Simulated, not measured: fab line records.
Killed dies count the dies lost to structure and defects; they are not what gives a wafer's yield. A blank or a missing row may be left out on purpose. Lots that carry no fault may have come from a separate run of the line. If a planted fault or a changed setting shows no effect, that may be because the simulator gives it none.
fab line records | flow sky130
[record] lots = 6 wafers = 18 last-day = 50
route steps=708 shown GATE_OXIDE@201 POLY_GATE@204 RES_PROTECT@206 PAD_OPEN@708
lots that met no fault: taken from a fault-free run of the same line
start-h: hours from the record's opening day to when the first of the lot's shown wafers began | wait-h: how many hours have passed since the lot's step before this one | " as in the row above | L1.1+2: several wafers, shown together as one row | - no value, or no start was given | * or withheld: withheld | < > ~ a bound
route shown NAME@n: a module of which the file shows steps, and the number in the route of the first | usual: average and standard deviation across the fault-free wafers | same: alike in all rows | chamber/n: place in a boat | sites: per-site readings | _std_site: how widely they spread, as a standard deviation | _edge_site: outer sites' mean less inner sites' | radius-mm: how far each site lies from the wafer's centre | mask NAME#n: copy n | behind: the most recent tool/chamber to have shaped the wafer | hold: what put the lot on hold/how long, in hours/how the hold closed | device: the n, p or np transistor that did not switch | end of line: tests of these same wafers at the route's end | a step given without rows: its recipe and nothing more | killed: dies that structure and defects cost at the first sort, which is not the same as the wafer's yield | map: dies across one wafer; x = killed, . = not, _ = none there
set.NAME: the setting that was run; set.NAME@STEP: the one run at that earlier step | model.NAME: the simulator's own value behind a step, which no gauge read
lots at selected steps of the route; one table per step, one row per wafer
services: a tool's chamber out of use, with start hour (start-h, from the record's first day; less than 0 if before it), hours out, and reason
[[steps]]
[step SKY_GATE_OXIDE_TW_MEAS_14]
[usual] GATE_OXIDE_TW = 225.6/1.1
// columns lot.wafer tool chamber start-h wait-h GATE_OXIDE_TW
L298.1 film-metro-01 - 314.55 0.1 224.3
L298.2 " - " " 224.3
L298.5 " - " " 224.5
L307.2 film-metro-02 - 390.78 0.1 225.5
L307.3 " - " " 227.3
L307.5 " - " " 227.4
L308.1 film-metro-01 - 404.85 0.1 224.2
L308.4 " - " " 223.1
L308.5 " - " " 223.0
L314.3 film-metro-04 - 455.72 0.1 227.0
L314.4 " - " " 227.3
L314.5 " - " " 225.9
L315.2 film-metro-01 - 460.81 0.1 227.3
L315.3 " - " " 226.2
L315.5 " - " " 227.9
L320.2 film-metro-01 - 506.08 0.1 224.4
L320.3 " - " " 225.1
L320.4 " - " " 224.8
[step SKY_GATE_OXIDE_CLEAN_15]
[recipe] chemistry = SC1/SC2 mix = 1:4:20 temp-c = 70 time-s = 150 dry = n2-spin
[step SKY_GATE_OXIDE_OXIDATION_16]
[recipe] temp-c = 800 ambient = O2 idle-temp-c = 700 ramp-up-c-per-min = 10 ramp-down-c-per-min = 3 stabilise-s = 600 purge-s = 300 target-thk-a = 35.7 ox-time-s = 1915
[step SKY_POLY_GATE_CVD_00]
[recipe] material = poly-Si target-thk-nm = 180 temp-c = 620 time-s = 720 pressure-mtorr = 200
[step SKY_POLY_GATE_THK_MEAS_01]
[recipe] reads = poly-Si_of_POLY_GATE_CVD_00
[usual] POLY_GATE_CVD_00_THK = 181.1/1.7
// columns lot.wafer tool chamber start-h wait-h POLY_GATE_CVD_00_THK[nm]
L298.1 film-metro-01 - 317.75 0.0 179.3
L298.2 " - " " 179.1
L298.5 " - " " 178.6
L307.2 film-metro-01 - 395.92 0.0 179.4
L307.3 " - " " 180.7
L307.5 " - " " 181.1
L308.1 film-metro-03 - 408.42 0.0 181.2
L308.4 " - " " 183.3
L308.5 " - " " 181.0
L314.3 film-metro-03 - 459.36 0.0 181.1
L314.4 " - " " 181.6
L314.5 " - " " 181.9
L315.2 film-metro-03 - 464.66 0.0 181.0
L315.3 " - " " 181.1
L315.5 " - " " 179.9
L320.2 film-metro-01 - 508.97 0.0 178.6
L320.3 " - " " 177.8
L320.4 " - " " 179.4
[step SKY_RES_PROTECT_DEHYDRATE_00]
[recipe] temp-c = 200 time-s = 60
[step SKY_RES_PROTECT_HMDS_01]
[recipe] prime-time-s = 60 prime-temp-c = 120
[step SKY_RES_PROTECT_COAT_02]
[recipe] resist = NOVOLAK spin-rpm = 3000 resist-thk-nm = 1140
[step SKY_RES_PROTECT_SOFTBAKE_03]
[recipe] temp-c = 90 time-s = 60 resist = NOVOLAK
[step SKY_RES_PROTECT_EXPOSE_04]
[recipe] mask-id = RPM na = 0.6 source-shape = conventional sigma-outer = 0.6 polarization = unpolarized target-cd-nm = 1270 dose-mj = 131
[step SKY_RES_PROTECT_PEB_05]
[recipe] temp-c = withheld time-s = * resist = NOVOLAK
[step SKY_RES_PROTECT_DEVELOP_06]
[recipe] resist = NOVOLAK developer = TMAH develop-time-s = 60 dev-temp-c = 23
[step SKY_POLY_GATE_IMPLANT_02]
[recipe] species = P energy-kev = 30 dose-cm2 = 7.7e+15 tilt-deg = 0
[usual] beam-on-s = 36.4/1.7 dose-ions-cm2 = 7.699e+15/7.9e+12
// columns lot.wafer tool chamber start-h wait-h beam-on-s dose-ions-cm2
L298.1 implanter-02 0 344.11 0.1 35.1 7.686e+15
L298.2 " 0 " " 35.0 7.692e+15
L298.5 " 0 " " 34.9 7.706e+15
L307.2 implanter-02 0 425.69 0.1 56.5 1.1809e+16
L307.3 " 0 " " 54.1 1.1817e+16
L307.5 " 0 " " 54.8 1.1808e+16
L308.1 implanter-02 0 438.15 0.1 52.1 1.1814e+16
L308.4 " 0 " " 56.3 1.1815e+16
L308.5 " 0 " " 55.0 1.183e+16
L314.3 implanter-04 0 490.60 0.1 35.2 7.693e+15
L314.4 " 0 " " 34.8 7.683e+15
L314.5 " 0 " " 34.9 7.708e+15
L315.2 implanter-04 0 495.52 0.1 34.8 7.701e+15
L315.3 " 0 " " 35.8 7.688e+15
L315.5 " 0 " " 34.5 7.698e+15
L320.2 implanter-03 0 538.89 0.1 38.2 7.709e+15
L320.3 " 0 " " 39.1 7.699e+15
L320.4 " 0 " " 37.8 7.694e+15
[step SKY_RES_PROTECT_STRIP_07]
[recipe] chemistry = O2/N2 power-w = 1400 pressure-mtorr = 1500 platen-temp-c = withheld o2-flow-sccm = 3000 n2-flow-sccm = 300 overash-fraction = 0.5
[usual] drypump-motor-current-A = 5.54/0.27 oes-product-au = 0.518/0.0048 strip-time-to-endpoint-s = 23.30/0.051
// columns lot.wafer tool chamber start-h wait-h drypump-motor-current-A oes-product-au rf-hours-counter-h strip-time-to-endpoint-s
L298.1 plasma-asher-04 0 344.26 0.1 5.13 0.520 66 23.32
L298.2 " 1 " " 5.37 0.518 66 23.28
L298.5 " 0 " " 5.11 0.517 - 23.30
L307.2 plasma-asher-03 1 425.81 0.1 5.70 0.486 30 24.97
L307.3 " 1 " " 5.71 0.499 - 24.93
L307.5 " 0 " " 5.59 0.498 - 24.93
L308.1 plasma-asher-02 1 438.30 0.1 5.34 0.492 1 24.85
L308.4 " 1 " " 5.30 0.506 - 24.86
L308.5 " 1 " " 5.30 0.496 - 24.83
L314.3 plasma-asher-03 0 490.73 0.1 5.59 0.520 - 23.28
L314.4 " 1 " " 5.71 0.515 - 23.30
L314.5 " 1 " " 5.70 0.514 - 23.34
L315.2 plasma-asher-03 1 495.65 0.1 5.68 0.520 37 23.20
L315.3 " 0 " " 5.60 0.509 - 23.26
L315.5 " 0 " " 5.62 0.528 - 23.28
L320.2 plasma-asher-02 0 539.01 0.1 5.98 0.512 11 23.39
L320.3 " 1 " " 5.37 0.508 - 23.43
L320.4 " 0 " " 6.00 0.522 - 23.36
[step SKY_RES_PROTECT_TW_MEAS_08]
[usual] POLY_GATE_TW = 4046/32
// columns lot.wafer tool chamber start-h wait-h POLY_GATE_TW
L298.1 film-metro-02 - 344.36 0.1 4060
L298.2 " - " " 4055
L298.5 " - " " 4061
L307.2 film-metro-02 - 425.92 0.1 4146
L307.3 " - " " 4167
L307.5 " - " " 4139
L308.1 film-metro-03 - 438.40 0.1 4075
L308.4 " - " " 4062
L308.5 " - " " 4057
L314.3 film-metro-03 - 490.82 0.1 4017
L314.4 " - " " 4001
L314.5 " - " " 4007
L315.2 film-metro-01 - 495.76 0.1 4067
L315.3 " - " " 4055
L315.5 " - " " 4076
L320.2 film-metro-02 - 539.12 0.1 4097
L320.3 " - " " 4101
L320.4 " - " " 4087
[step SKY_PAD_OPEN_PROBE_99]
[usual] killed_at_M0_to_M3 = 43/6.9 killed_at_M4_up = 3.1/1.8 killed-at-contacts = 24/5.1 killed-at-front-end = 15/4.8 killed-at-other = 0.3/0.48 killed-dies = 86/8.9 killed-open = 47/6.8 killed-short = 39/6.3
[same] gross-dies = 492 killed-at-back-side = 0
// columns lot.wafer tool chamber start-h wait-h killed_at_M0_to_M3 killed_at_M4_up killed-at-contacts killed-at-front-end killed-at-other killed-dies killed-open killed-short model.etest.res-poly.line-ohm-um model.etest.licon-poly.rc-ohm model.etest.res-poly.rs-ohm-sq
L298.1 prober-01 - 1081.94 0.1 48 3 32 23 0 106 57 49 531.6 150.7 48.57
L298.2 prober-01 - 1081.99 0.1 59 1 26 14 2 102 48 54 568.5 154.8 48.87
L298.5 prober-01 - 1082.14 0.2 44 2 26 21 0 93 47 46 539.1 146.7 49.46
L307.2 prober-02 - 1136.82 0.1 39 6 31 21 0 97 59 38 411.8 114.2 38.78
L307.3 prober-02 - 1136.87 0.2 48 2 25 27 1 103 50 52 408.4 112.3 38.05
L307.5 prober-02 - 1136.97 0.2 41 2 24 15 1 83 42 40 417.1 115.5 38.82
L308.1 prober-01 - 1144.58 0.1 43 1 27 24 1 96 47 49 423.8 109.9 38.43
L308.4 prober-01 - 1144.73 0.2 35 6 20 12 0 73 36 37 403.3 113.6 38.37
L308.5 prober-01 - 1144.78 0.2 40 3 22 18 0 83 33 50 416.9 119.1 38.83
L314.3 prober-01 - 1173.95 0.2 52 8 24 16 0 100 47 53 527.9 156.2 48.34
L314.4 prober-01 - 1174.00 0.2 40 5 18 26 0 89 50 37 515.7 153 47.43
L314.5 prober-01 - 1174.05 0.2 39 5 26 12 0 82 47 35 512.6 154.5 47.99
L315.2 prober-02 - 1176.32 0.1 42 4 24 12 0 82 41 41 498.9 154.5 48.19
L315.3 prober-02 - 1176.37 0.2 43 1 30 8 0 82 45 36 508.8 153.1 47.66
L315.5 prober-02 - 1176.47 0.2 46 3 25 7 1 82 46 35 482.2 151.3 47.73
L320.2 prober-01 - 1197.95 0.1 49 1 26 18 0 94 44 50 499.3 153.2 47.81
L320.3 prober-01 - 1198.00 0.2 50 3 18 18 0 89 47 42 514.6 149.2 49.17
L320.4 prober-01 - 1198.05 0.2 35 5 25 17 0 82 42 39 530.6 156.4 48.47
// killed by level:class
L298.1 CONTACT:geometric-particle:open=12 LI_CONTACT:geometric-particle:open=8 VIA1:geometric-particle:open=8 CONTACT:geometric-particle:short=6 VIA2:geometric-particle:open=6 POLY_GATE:geometric-particle:open=5 METAL1:geometric-particle:short=5 METAL2:geometric-particle:short=5
L298.2 METAL2:geometric-particle:short=14 LI_CONTACT:geometric-particle:open=9 CONTACT:geometric-particle:open=8 METAL1:geometric-particle:short=8 VIA1:geometric-particle:open=8 VIA3:geometric-particle:open=7 VIA1:geometric-particle:short=7 VIA2:geometric-particle:open=6
L298.5 CONTACT:geometric-particle:open=10 VIA1:geometric-particle:open=9 METAL1:geometric-particle:short=8 LI_CONTACT:geometric-particle:open=7 METAL2:geometric-particle:short=7 POLY_GATE:geometric-particle:short=6 VIA2:geometric-particle:open=6 FIELD_ISO:geometric-particle:open=5
L307.2 VIA1:geometric-particle:open=10 LI_CONTACT:geometric-particle:open=9 CONTACT:geometric-particle:open=8 VIA2:geometric-particle:open=8 FIELD_ISO:geometric-particle:short=7 FIELD_ISO:geometric-particle:open=6 CONTACT:geometric-particle:short=6 METAL4:geometric-particle:short=6
L307.3 VIA1:geometric-particle:open=12 CONTACT:geometric-particle:open=11 VIA1:geometric-particle:short=10 VIA2:geometric-particle:open=8 FIELD_ISO:geometric-particle:short=6 METAL2:geometric-particle:short=6 FIELD_ISO:geometric-particle:open=5 POLY_GATE:geometric-particle:open=5
L307.5 LI_CONTACT:geometric-particle:open=8 LOCAL_INTERCONNECT:geometric-particle:short=7 VIA1:geometric-particle:open=6 FIELD_ISO:geometric-particle:open=5 VIA2:geometric-particle:open=5 CONTACT:geometric-particle:open=5 METAL1:geometric-particle:short=5 VIA2:geometric-particle:short=5
L308.1 VIA1:geometric-particle:open=11 CONTACT:geometric-particle:open=8 LOCAL_INTERCONNECT:geometric-particle:short=6 VIA3:geometric-particle:open=6 POLY_GATE:geometric-particle:short=5 SPACER:geometric-particle:short=5 LI_CONTACT:geometric-particle:short=5 METAL2:geometric-particle:short=5
L308.4 CONTACT:geometric-particle:open=9 VIA1:geometric-particle:open=6 VIA2:geometric-particle:open=6 CONTACT:geometric-particle:short=5 METAL3:geometric-particle:short=5 METAL4:geometric-particle:short=5 VIA3:geometric-particle:open=4 METAL1:geometric-particle:short=4
L308.5 POLY_GATE:geometric-particle:short=8 METAL1:geometric-particle:short=7 VIA1:geometric-particle:open=7 VIA3:geometric-particle:open=7 LOCAL_INTERCONNECT:geometric-particle:short=6 CONTACT:geometric-particle:short=6 VIA3:geometric-particle:short=6 CONTACT:geometric-particle:open=5
L314.3 VIA1:geometric-particle:open=13 METAL2:geometric-particle:short=12 CONTACT:geometric-particle:open=8 POLY_GATE:geometric-particle:short=6 LOCAL_INTERCONNECT:geometric-particle:short=6 VIA3:geometric-particle:open=6 FIELD_ISO:geometric-particle:short=5 CONTACT:geometric-particle:short=5
L314.4 FIELD_ISO:geometric-particle:short=10 VIA1:geometric-particle:open=9 FIELD_ISO:geometric-particle:open=8 VIA3:geometric-particle:open=8 CONTACT:geometric-particle:open=7 LI_CONTACT:geometric-particle:open=7 VIA2:geometric-particle:open=5 POLY_GATE:geometric-particle:short=4
L314.5 CONTACT:geometric-particle:open=16 VIA1:geometric-particle:open=11 VIA2:geometric-particle:open=7 POLY_GATE:geometric-particle:short=4 CONTACT:geometric-particle:short=4 VIA1:geometric-particle:short=4 VIA3:geometric-particle:short=4 FIELD_ISO:geometric-particle:short=3
L315.2 CONTACT:geometric-particle:open=9 VIA1:geometric-particle:open=7 VIA1:geometric-particle:short=7 VIA2:geometric-particle:open=7 METAL1:geometric-particle:short=6 LI_CONTACT:geometric-particle:open=5 CONTACT:geometric-particle:short=4 VIA3:geometric-particle:short=4
L315.3 VIA1:geometric-particle:open=11 CONTACT:geometric-particle:open=10 CONTACT:geometric-particle:short=7 LI_CONTACT:geometric-particle:open=6 VIA1:geometric-particle:short=6 VIA3:geometric-particle:open=4 LI_CONTACT:geometric-particle:short=4 METAL2:geometric-particle:open=4
L315.5 CONTACT:geometric-particle:open=12 VIA1:geometric-particle:open=9 VIA1:geometric-particle:short=8 VIA2:geometric-particle:open=5 LI_CONTACT:geometric-particle:open=4 METAL3:geometric-particle:short=4 VIA3:geometric-particle:open=4 POLY_GATE:geometric-particle:open=3
L320.2 METAL2:geometric-particle:short=11 VIA1:geometric-particle:open=8 LOCAL_INTERCONNECT:geometric-particle:short=7 METAL1:geometric-particle:short=6 CONTACT:geometric-particle:open=6 CONTACT:geometric-particle:short=5 VIA2:geometric-particle:open=5 VIA3:geometric-particle:open=5
L320.3 VIA1:geometric-particle:open=10 CONTACT:geometric-particle:open=8 METAL2:geometric-particle:short=8 METAL1:geometric-particle:short=7 METAL3:geometric-particle:short=6 FIELD_ISO:geometric-particle:open=5 VIA3:geometric-particle:open=5 VIA2:geometric-particle:open=5
L320.4 VIA1:geometric-particle:open=9 LI_CONTACT:geometric-particle:open=8 METAL2:geometric-particle:short=7 FIELD_ISO:geometric-particle:short=6 POLY_GATE:geometric-particle:short=6 CONTACT:geometric-particle:open=6 VIA2:geometric-particle:open=6 VIA3:geometric-particle:open=5
[[services]]
// columns tool chamber start-h hours kind
implanter-02 - 320.68 2.8 repair
plasma-asher-03 - 322.17 3.6 repair
plasma-asher-03 - 340.89 4.2 repair
implanter-04 - 353.44 1.3 repair
implanter-04 - 378.23 1.1 repair
plasma-asher-02 - 421.25 9.0 pm
plasma-asher-02 0 421.25 9.0 vent-cycle
plasma-asher-02 1 421.25 9.0 vent-cycle
plasma-asher-02 0 430.25 - clean
plasma-asher-02 1 430.25 - clean
implanter-03 - 448.23 2.5 repair
implanter-03 - 489.25 5.9 repair
implanter-04 - 518.11 2.1 pm
implanter-02 - 529.13 3.2 pm
[[key]]
[first-sign] step = SKY_POLY_GATE_IMPLANT_02 reading = dose-ions-cm2 direction = up sigmas = 99+ usual = * struck = *
[effect] step = SKY_POLY_GATE_IMPLANT_02 reading = beam-on-s direction = up sigmas = 11 usual = 36.4 struck = 54.8
[effect] step = SKY_RES_PROTECT_STRIP_07 reading = strip-time-to-endpoint-s direction = up sigmas = 31 usual = * struck = *
[effect] step = SKY_RES_PROTECT_TW_MEAS_08 reading = POLY_GATE_TW direction = up sigmas = 1.9 usual = 4046 struck = 4108
[model-effect] step = SKY_PAD_OPEN_PROBE_99 value = etest.res-poly.line-ohm-um without = 520.9 struck = 413.6
met-at SKY_POLY_GATE_IMPLANT_02
struck-wafers L307.2,L307.3,L307.5,L308.1,L308.4,L308.5
tester-left-out L307,L308
onset-between 344.11 425.69
[fault] kind = process-parameter-drift tool = implanter-02 chamber = - onset-h = 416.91 steps = SKY_POLY_GATE_IMPLANT_02 channel = dose-cm2 offset = * shape = step end-h = 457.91 acts-in = * stated = *
// tester-left-out: of these lots the tester's yield and bins aren't shown, on N5 and GAA mostly nor the transistor test; their killed dies are dies lost to structure and defects alone, not to doping, threshold or leakage, so they don't give the yield
